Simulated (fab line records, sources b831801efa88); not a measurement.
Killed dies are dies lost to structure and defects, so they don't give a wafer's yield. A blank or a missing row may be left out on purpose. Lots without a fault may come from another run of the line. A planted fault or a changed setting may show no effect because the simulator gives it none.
A struck lot beside a sound one | flow sfq_line | 24 steps out of a route of 325
Sound: wafers L667.1, L667.3, L667.4. Struck: wafers L665.2, L665.3, L665.5. The cause comes at the end.
At each step with rows: each side's tool, then ch and its chambers, then its first start. Under that, the readings that differ: sound wafers | struck wafers | difference of the means | sigmas: that difference in standard deviations of wafers without a fault.
alike: readings whose means differ by less than 2 such deviations, and words and numbers that are the same on both sides. not compared: withheld readings, readings that some wafer has no value for, bounds like >300 that may hide the same value, and numbers for which the record gives no deviation and whose values overlap.
The two part at a step that has a row with sigmas, a row that says differs or no value, or rows on one side only. Numbers that don't overlap but have no deviation are shown without sigmas and don't part them. A reading that every wafer of one side lacks parts them only if that side has two wafers or more.

SFQ_I5_OVL_MEAS_936:
  sound on overlay-01, day 69 06:55; struck on overlay-01, day 68 21:19
  alike: I5_OVL
SFQ_TRILAYER_I5_BARC_OPEN_VIA_ETCH_200: etches BARC in O2, target depth 125 nm, time 41.7 s.
  sound on rie_diel-01 ch 1,2,3, day 69 06:57; struck on rie_diel-01 ch 0,2, day 68 21:21
  alike: bias_w, chamber_pressure_mTorr, drypump_motor_current_A, oes_product_au
  not compared: rf_hours_counter_h
SFQ_TRILAYER_I5_ETCH_VIA_ETCH_147: etches the open film in CHF3, stops on Nb, target depth 360 nm.
  sound on rie_diel-01 ch 1,2,3, day 69 06:59; struck on rie_diel-01 ch 0,2, day 68 21:23
  alike: bias_w, chamber_pressure_mTorr, drypump_motor_current_A, oes_product_au
SFQ_TRILAYER_I5_STRIP_STRIP_148: strips in O2.
  sound on rie_metal-01 ch 0,1, day 69 07:08; struck on rie_metal-01 ch 0,1, day 68 21:32
  alike: drypump_motor_current_A, oes_product_au
  not compared: rf_hours_counter_h
then, 7 steps without rows for these wafers: SFQ_TRILAYER_I5_STRIP_SOLV_CLEAN_149 (cleans in NMP, time 600 s); SFQ_TRILAYER_C5_LITHO_COAT_156 (resist thk 62 nm); SFQ_TRILAYER_C5_LITHO_COAT_151 (resist thk 650 nm); SFQ_TRILAYER_C5_LITHO_SOFTBAKE_155; SFQ_TRILAYER_C5_LITHO_EXPOSE_152 (exposes mask C5, target cd 500 nm); SFQ_TRILAYER_C5_LITHO_PEB_154 (peb time 60 s); SFQ_TRILAYER_C5_LITHO_DEVELOP_153 (time 60 s).
SFQ_C5_OVL_MEAS_937:
  sound on overlay-01, day 69 21:13; struck on overlay-02, day 69 04:16
  alike: C5_OVL
SFQ_TRILAYER_C5_BARC_OPEN_VIA_ETCH_210: etches BARC in O2, target depth 125 nm, time 41.7 s.
  sound on rie_diel-02 ch 0,1,2, day 69 21:15; struck on rie_diel-03 ch 1,3, day 69 04:18
  no value came back on the struck wafers for any of 5 readings (bias_w (W), chamber_pressure_mTorr (mTorr) and others); on the sound wafers bias_w (W) reads 79.53 79.92 80.07
  reading                                             | sound             | struck            | difference | sigmas
  model.KrF_of_TRILAYER_C5_LITHO_COAT_151.thk_nm (nm) | 579.7 575.9 579.5 | 622.1 624.5 622.4 | +44.6      |
SFQ_TRILAYER_C5_ETCH_VIA_ETCH_154: etches SiO2 in CHF3, stops on Nb, target depth 84 nm.
  sound on rie_diel-02 ch 0,1,2, day 69 21:17; struck on rie_diel-03 ch 1,3, day 69 04:20
  reading                                             | sound             | struck            | difference | sigmas
  oes_product_au (a.u.)                               | 0.886 0.886 0.898 | 0.373 0.380 0.376 | -0.514     | -58
  model.KrF_of_TRILAYER_C5_LITHO_COAT_151.thk_nm (nm) | 565.3 561.2 565.4 | 607.5 610.1 607.7 | +44.5      |
  alike: bias_w, chamber_pressure_mTorr, drypump_motor_current_A
SFQ_TRILAYER_C5_STRIP_STRIP_155: strips in O2.
  sound on rie_metal-02 ch 0,1, day 69 21:20; struck on rie_metal-03 ch 0,1, day 69 04:23
  alike: drypump_motor_current_A, oes_product_au
  not compared: rf_hours_counter_h
then, 2 steps without rows for these wafers: SFQ_TRILAYER_C5_STRIP_SOLV_CLEAN_156 (cleans in NMP, time 600 s); SFQ_TRILAYER_M6_DEP_PRE_CLEAN_158 (time 22.5 s).
SFQ_TRILAYER_M6_DEP_SPUTTER_157: material Nb, target thk 200 nm, time 133.3 s.
  sound on pvd_sputter-06, day 69 22:10; struck on pvd_sputter-03, day 69 05:11
  reading               | sound                      | struck                    | difference | sigmas
  base_pressure_pa (Pa) | 1.43e-06 1.53e-06 1.28e-06 | 1.25e-06 1.22e-06 1.2e-06 | -1.90e-07  | -2
  alike: throttle_valve_pct
SFQ_M6_RS_MEAS_938: measures by four-point-probe.
  sound on film_metro-04, day 69 22:15; struck on film_metro-04, day 69 05:19
  alike: M6_NB_RS
then, 3 steps without rows for these wafers: SFQ_TRILAYER_M6_LITHO_COAT_164 (resist thk 62 nm); SFQ_TRILAYER_M6_LITHO_COAT_159 (resist thk 600 nm); SFQ_TRILAYER_M6_LITHO_SOFTBAKE_163.
SFQ_TRILAYER_M6_LITHO_EXPOSE_160: exposes mask M6, target cd 500 nm.
  sound on krf_scanner-01 ch 0, day 70 02:55; struck on krf_scanner-01, day 69 17:31
  no value came back on the struck wafers for exposure_dose_mJ_cm2, focus_offset_nm (nm); on the sound wafers exposure_dose_mJ_cm2 reads 14.407 14.440 14.423
  alike: mask
then, 1 step without rows for these wafers: SFQ_TRILAYER_M6_LITHO_PEB_162 (peb time 60 s).

WHERE THEY PART
First at SFQ_TRILAYER_C5_BARC_OPEN_VIA_ETCH_210; last, within this record, at SFQ_TRILAYER_M6_LITHO_EXPOSE_160.

WHY: what the simulator had put in
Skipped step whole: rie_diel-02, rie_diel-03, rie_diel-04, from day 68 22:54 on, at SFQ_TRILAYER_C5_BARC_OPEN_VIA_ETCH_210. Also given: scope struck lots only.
